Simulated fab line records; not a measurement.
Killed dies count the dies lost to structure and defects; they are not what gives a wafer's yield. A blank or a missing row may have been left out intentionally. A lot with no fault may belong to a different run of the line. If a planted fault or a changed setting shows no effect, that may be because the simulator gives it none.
A lot that was struck, set against a sound lot -- flow sky130 -- 30 steps out of a route of 708
Sound: these wafers, L678.1, L678.2, L678.4. Struck: wafers L694.1, L694.3, L694.6. Last of all comes the cause.
Per side, at each step with rows, come the tool, then ch with its chambers, and then its first start. Under that, the readings that differ: sound wafers -- struck wafers -- difference of the means -- sigmas: that difference in standard deviations of wafers without a fault.
alike: readings whose means differ by less than 2 such deviations, and words and numbers that are the same on both sides. not compared: withheld readings, readings that some wafer has no value for, bounds like >300 that may hide the same value, and numbers for which the record gives no deviation and whose values overlap.
Wherever a step has rows on one side only, a row that says differs or no value, or a row with sigmas, the two part there. Numbers that have no deviation but don't overlap get no sigmas and don't part them. A reading missing from all wafers of one side parts the sides only when that side holds two or more wafers.

first, 5 steps without rows for these wafers: SKY_SONOS_ONO_COAT_08 (resist thk 1140 nm); SKY_SONOS_ONO_SOFTBAKE_09 (time 60 s); SKY_SONOS_ONO_EXPOSE_10 (exposes mask ONOM, target cd 410 nm); SKY_SONOS_ONO_PEB_11; SKY_SONOS_ONO_DEVELOP_12 (develop time 60 s).
SKY_SONOS_ONO_CD_MEAS_13: target cd 410 nm.
  sound on cd sem-02 at day 14 01:42; struck on cd sem-01 at day 19 16:06
  alike: cd nm
SKY_SONOS_ONO_OVL_MEAS_14:
  sound on overlay-01 at day 14 01:49; struck on overlay-02 at day 19 16:13
  alike: SONOS_ONO_OVL
SKY_SONOS_ONO_ETCH_15: etches the open film in CHF3/O2, target depth 19.52 nm, time 7.8 s.
  sound on rie diel-01 ch 0,1,3, day 14 01:51; struck on rie diel-04 ch 0,1,3, day 19 16:15
  alike: drypump motor current A, oes product au, throttle valve pct
  not compared: rf hours counter h
then, 1 step without rows for these wafers: SKY_SONOS_ONO_WET_ETCH_16 (etches SiO2 in dHF, target depth 14 nm, time 280 s).
SKY_SONOS_ONO_STRIP_17: strips in O2/N2.
  sound on plasma asher-04 ch 0,1, day 14 01:58; struck on plasma asher-01 ch 0,1, day 19 16:22
  alike: drypump motor current A, oes product au, strip time to endpoint s
  not compared: rf hours counter h
then, 2 steps without rows for these wafers: SKY_SONOS_ONO_WET_ETCH_18 (etches Si3N4 in H3PO4, target depth 15 nm, time 172 s); SKY_GATE_OXIDE_CLEAN_00 (cleans in SC1/SC2, time 150 s).
SKY_GATE_OXIDE_OXIDATION_01: stabilise 600 s, purge 300 s, target thk 10.268 nm.
  sound on furnace-02 ch 0, day 14 03:27; struck on furnace-01 ch 0, day 19 17:25
reading,sound,struck,difference,sigmas
spike tc bottom C (C),912.2 914.9 913.6,905.3 905.5 905.7,-8.1,-4
spike tc centre C (C),899.0 898.0 899.3,889.2 887.7 887.8,-10.5,-11
spike tc lower C (C),899.9 899.8 899.4,888.9 889.4 887.6,-11.1,-10
spike tc top C (C),909.5 912.8 911.6,898.9 897.2 896.4,-13.8,-10
spike tc upper C (C),898.0 898.2 897.6,888.1 886.7 885.5,-11.2,-9
zone power bottom pct (%),29.5 30.6 29.7,28.1 28.7 28.4,-1.5,-4
model.SiO2_of_GATE_OXIDE_OXIDATION_01.thk nm (nm),9.905 10.11 9.975,8.995 8.995 9.196,-0.935,
  alike: zone power upper pct
SKY_GATE_OXIDE_THK_MEAS_02:
  sound on film metro-02 at day 14 04:52; struck on film metro-02 at day 19 18:49
reading,sound,struck,difference,sigmas
GATE_OXIDE_OXIDATION_00_THK (nm),9.96 10.16 9.95,8.96 8.96 9.22,-0.98,-5
then, 7 steps without rows for these wafers: SKY_GATE_OXIDE_DEHYDRATE_03 (time 60 s); SKY_GATE_OXIDE_HMDS_04 (prime time 60 s); SKY_GATE_OXIDE_COAT_05 (resist thk 1140 nm); SKY_GATE_OXIDE_SOFTBAKE_06 (time 60 s); SKY_GATE_OXIDE_EXPOSE_07 (exposes mask LVOM, target cd 600 nm); SKY_GATE_OXIDE_PEB_08; SKY_GATE_OXIDE_DEVELOP_09 (develop time 60 s).
SKY_GATE_OXIDE_OVL_MEAS_10:
  sound on overlay-02 at day 15 07:27; struck on overlay-02 at day 21 00:19
reading,sound,struck,difference,sigmas
GATE_OXIDE_OVL (nm),-2.7 -3.5 -2.6,0.1 -0.3 1.5,+3.4,+3
then, 2 steps without rows for these wafers: SKY_GATE_OXIDE_IMPLANT_11; SKY_GATE_OXIDE_WET_ETCH_12 (etches SiO2 in dHF, target depth 16.8 nm, time 336 s).
SKY_GATE_OXIDE_STRIP_13: strips in O2/N2.
  sound on plasma asher-04 ch 0,1, day 15 07:44; struck on plasma asher-03 ch 0,1, day 21 00:35
reading,sound,struck,difference,sigmas
drypump motor current A (A),5.0 5.7 5.0,5.9 5.9 6.0,+0.7,+2
  alike: oes product au, strip time to endpoint s
  not compared: rf hours counter h
SKY_GATE_OXIDE_TW_MEAS_14:
  sound on film metro-02 at day 15 07:50; struck on film metro-03 at day 21 00:41
reading,sound,struck,difference,sigmas
GATE_OXIDE_TW,219.6 219.2 219.5,223.8 224.8 224.7,+5.0,+2
then, 1 step without rows for these wafers: SKY_GATE_OXIDE_CLEAN_15 (cleans in SC1/SC2, time 150 s).
SKY_GATE_OXIDE_OXIDATION_16: stabilise 600 s, purge 300 s, target thk 3.57 nm.
  sound on furnace-02 ch 0, day 15 09:10; struck on furnace-02 ch 0, day 21 00:48
reading,sound,struck,difference,sigmas
model.SiO2_of_GATE_OXIDE_OXIDATION_01.thk nm (nm),11.3 11.47 11.36,10.48 10.5 10.66,-0.83,
  alike: ox temp c max, ramp up c per min, spike tc bottom C, spike tc centre C, spike tc lower C, spike tc top C, spike tc upper C, zone power bottom pct, zone power upper pct
then, 1 step without rows for these wafers: SKY_POLY_GATE_CVD_00 (deposits poly-Si, target thk 180 nm, time 720 s).
-- a jump in the record: the struck wafers' starts before and after are 29 days apart (it breaks off in module POLY_GATE and resumes in module PAD_OPEN, where the first step shown is number 708 of the route) --
SKY_PAD_OPEN_PROBE_99:
  sound on prober-02 at day 47 00:16; struck on prober-01 at day 50 10:58
reading,sound,struck,difference,sigmas
model.etest.nfet_16v.r on ohm um,1.407e+04 1.414e+04 1.404e+04,1.313e+04 1.309e+04 1.319e+04,-9.467e+02,
model.etest.pfet g5v0d10v5.r on ohm um,4666 4587 4668,4467 4474 4552,-143,
model.etest.tip sonos.rs ohm sq,2599 2636 2582,2426 2423 2469,-166,
model.etest.nfet g5v0d10v5.r on ohm um,1833 1827 1853,1764 1784 1801,-55,
model.etest.nfet g5v0d10v5.drive ua um,629.2 625 628.8,671.9 670.1 663,+40.7,
model.etest.nfet_05v0_nvt.drive ua um,595.6 588.8 592.6,635 638.2 622.7,+40,
model.etest.pfet g5v0d10v5.drive ua um,353.1 354.2 350.1,372 368.2 365.8,+16,
model.etest.nfet_16v.drive ua um,228.5 225.2 224.9,249.8 251.5 246.1,+22.9,
  alike: killed_at_M0_to_M3, killed_at_M4_up, killed at contacts, killed at front end, killed at other, killed dies, killed open, killed short

WHERE THEY PART
At SKY_GATE_OXIDE_OXIDATION_01 first; at SKY_GATE_OXIDE_TW_MEAS_14 last (within this record only). Later steps at which nothing parts them and some readings are alike: SKY_GATE_OXIDE_OXIDATION_16, SKY_PAD_OPEN_PROBE_99.

WHY: the cause the simulator had injected
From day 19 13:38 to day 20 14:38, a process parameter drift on furnace-01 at SKY_GATE_OXIDE_OXIDATION_01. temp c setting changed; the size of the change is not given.
